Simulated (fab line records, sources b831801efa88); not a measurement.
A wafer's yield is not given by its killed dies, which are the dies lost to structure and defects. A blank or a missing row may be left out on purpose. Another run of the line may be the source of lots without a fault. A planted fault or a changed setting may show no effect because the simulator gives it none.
A lot that was struck, set against a sound lot | flow sky130 | 30 out of 708 route steps
Sound: these wafers, L116.3, L116.4, L116.5. Wafers L135.2, L135.4, L135.6 were the ones struck. The cause is given at the end.
At each step with rows: each side's tool, then ch and its chambers, then its first start. Under that, the readings that differ: sound wafers | struck wafers | difference of the means | sigmas: that difference in standard deviations of wafers without a fault.
alike: words and numbers the same on both sides, and readings whose means are apart by under 2 such deviations; not compared: readings that were withheld, readings missing a value for some wafer, numbers with overlapping values and no deviation given by the record, and bounds like >300 which may hide the same value.
The two part at a step that has a row with sigmas, a row that says differs or no value, or rows on one side only. Numbers that have no deviation but don't overlap get no sigmas and don't part them. A reading missing from all wafers of one side parts the sides only when that side holds two or more wafers.

SKY_FIELD_ISO_BOW_MEAS_00:
  sound: filmMetro-03 at day 2 01:02; struck: filmMetro-03 at day 6 00:01
  alike: INCOMING_BOW
then, 1 step without rows for these wafers: SKY_FIELD_ISO_OXIDATION_01 (stabilise 600 s, purge 300 s, target thk 12 nm).
SKY_FIELD_ISO_THK_MEAS_02:
  sound: filmMetro-01 at day 2 03:56; struck: filmMetro-01 at day 6 04:17
  alike: FIELD_ISO_OXIDATION_00_THK
SKY_FIELD_ISO_CVD_03: deposits Si3N4 from DCS/NH3, target thk 165 nm, time 2830 s.
  sound on lpcvd-02 ch 0, day 2 04:58; struck on lpcvd-02 ch 0, day 6 04:35
  no value came back on the struck wafers for pressureMtorr (mTorr), spikeTcBottomC (C); on the sound wafers pressureMtorr (mTorr) reads 250.1 249.7 249.3
then, 8 steps without rows for these wafers: SKY_FIELD_ISO_DEHYDRATE_05 (time 60 s); SKY_FIELD_ISO_HMDS_06 (prime time 60 s); SKY_FIELD_ISO_COAT_07 (resist thk 60 nm); SKY_FIELD_ISO_COAT_08 (resist thk 450 nm); SKY_FIELD_ISO_SOFTBAKE_09 (time 90 s); SKY_FIELD_ISO_EXPOSE_10 (exposes mask FOM, target cd 150 nm); SKY_FIELD_ISO_PEB_11; SKY_FIELD_ISO_DEVELOP_12 (develop time 60 s).
SKY_FIELD_ISO_CD_MEAS_13 targets a cd of 150 nm.
  sound: cdSem-02 at day 2 21:41; struck: cdSem-02 at day 7 00:11
  alike: cdNm
SKY_FIELD_ISO_ETCH_14: etches BARC in N2/H2, stops on SiO2, time 45.9 s, target depth 60 nm.
  sound on rieDiel-01 ch 0,1,2, day 2 21:46; struck on rieDiel-01 ch 0,2, day 7 00:17
reading           | sound             | struck               | difference | sigmas
n2FlowSccm (sccm) | 99.46 99.52 99.60 | 100.28 100.11 100.55 | +0.79      | +3
  alike: drypumpMotorCurrentA, h2FlowSccm, oesProductAu, throttleValvePct
  not compared: rfHoursCounterH
SKY_FIELD_ISO_ETCH_15: etches the open film in CHF3/O2, stops on Si, target depth 180 nm, time 72 s.
  sound on rieDiel-01 ch 0,1,2, day 2 21:49; struck on rieDiel-01 ch 0,2, day 7 00:20
reading                 | sound             | struck            | difference | sigmas
oesProductAu (a.u.)     | 0.952 0.932 0.948 | 0.974 0.987 0.989 | +0.039     | +6
model.etch.depthNm (nm) | 164.9 163.8 165.2 | 174.2 180 179.1   | +13.1      | 
  alike: O2_flow_sccm, drypumpMotorCurrentA, throttleValvePct
  not compared: rfHoursCounterH
SKY_FIELD_ISO_STRIP_16: strips in O2/N2.
  sound on plasmaAsher-04 ch 0,1, day 2 21:54; struck on plasmaAsher-04 ch 0,1, day 7 00:23
reading                  | sound             | struck            | difference | sigmas
stripTimeToEndpointS (s) | 3.521 3.542 3.554 | 3.637 3.584 3.588 | +0.064     | +2
  alike: drypumpMotorCurrentA, n2FlowSccm, oesProductAu
  not compared: rfHoursCounterH
SKY_FIELD_ISO_ETCH_17: etches Si in HBr/Cl2/O2, target depth 342 nm, time 97.7 s.
  sound on rieSi-02 ch 1,3, day 2 21:58; struck on rieSi-02 ch 0,1,2, day 7 00:29
  alike: O2_flow_sccm, drypumpMotorCurrentA, heBacksideLeakSccm, oesProductAu, throttleValvePct
  not compared: rfHoursCounterH
then, 4 steps without rows for these wafers: SKY_FIELD_ISO_WET_ETCH_18 (etches Si3N4 in H3PO4, target depth 25 nm, time 286 s); SKY_FIELD_ISO_CLEAN_19 (cleans in SC1/SC2, time 150 s); SKY_FIELD_ISO_CLEAN_20 (cleans in dHF, time 20 s); SKY_FIELD_ISO_WET_ETCH_21 (etches SiO2 in dHF, target depth 20 nm, time 400 s).
SKY_FIELD_ISO_OXIDATION_22: stabilise 600 s, purge 300 s, target thk 10 nm.
  sound on furnace-02 ch 0, day 2 22:39; struck on furnace-01 ch 0, day 7 04:35
reading                                         | sound             | struck            | difference | sigmas
model.SiO2_of_FIELD_ISO_OXIDATION_01.thkNm (nm) | 11.91 11.75 11.94 | 9.883 9.923 9.954 | -1.947     | 
SKY_FIELD_ISO_THK_MEAS_23:
  sound: filmMetro-03 at day 2 23:50; struck: filmMetro-01 at day 7 05:46
reading                         | sound            | struck | difference                    | sigmas
FIELD_ISO_OXIDATION_01_THK (nm) | 9.89 10.05 10.10 | - - -  | no value on the struck wafers | 
then, 2 steps without rows for these wafers: SKY_FIELD_ISO_CVD_24 (deposits SiO2, target thk 595 nm, time 99.2 s); SKY_FIELD_ISO_ANNEAL_26 (time 1800 s).
SKY_FIELD_ISO_CMP_27: polishes, stops on Si3N4, t overpolish 16 s, target thk 457.8 nm.
  sound on cmp-01 ch 0,1,3, day 3 01:35; struck on cmp-02 ch 1,2, day 7 09:44
  alike: motorCurrentA, platenRpm, slurryFilterDpKPa
then, 1 step without rows for these wafers: SKY_FIELD_ISO_WET_ETCH_28 (etches SiO2 in dHF, target depth 23.7 nm, time 47 s).
SKY_FIELD_ISO_WET_ETCH_29: etches Si3N4 in H3PO4, target depth 160 nm, time 1825 s.
  sound on wetBench-01 ch 0, day 3 01:52; struck on wetBench-04 ch 2, day 7 10:04
reading                                         | sound             | struck            | difference | sigmas
model.SiO2_of_FIELD_ISO_OXIDATION_01.thkNm (nm) | 11.59 11.43 11.62 | 9.561 9.601 9.633 | -1.948     | 
then, 1 step without rows for these wafers: SKY_FIELD_ISO_WET_ETCH_30 (etches SiO2 in dHF, target depth 25 nm, time 50 s).
-- here the record skips 43 days between the struck wafers' starts before and after, leaving off in module FIELD_ISO and picking up in module PAD_OPEN (first step shown: number 708 of the route) --
SKY_PAD_OPEN_PROBE_99:
  the record has rows for the struck wafers here (prober-01, day 50 21:38) and none for the sound ones

== WHERE THEY PART ==
Earliest at SKY_FIELD_ISO_CVD_03; latest, in this record, at SKY_PAD_OPEN_PROBE_99.

WHY: the cause the simulator had injected
Whole step skipped at SKY_FIELD_ISO_CVD_03 on lpcvd-02, starting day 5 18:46. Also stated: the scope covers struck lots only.
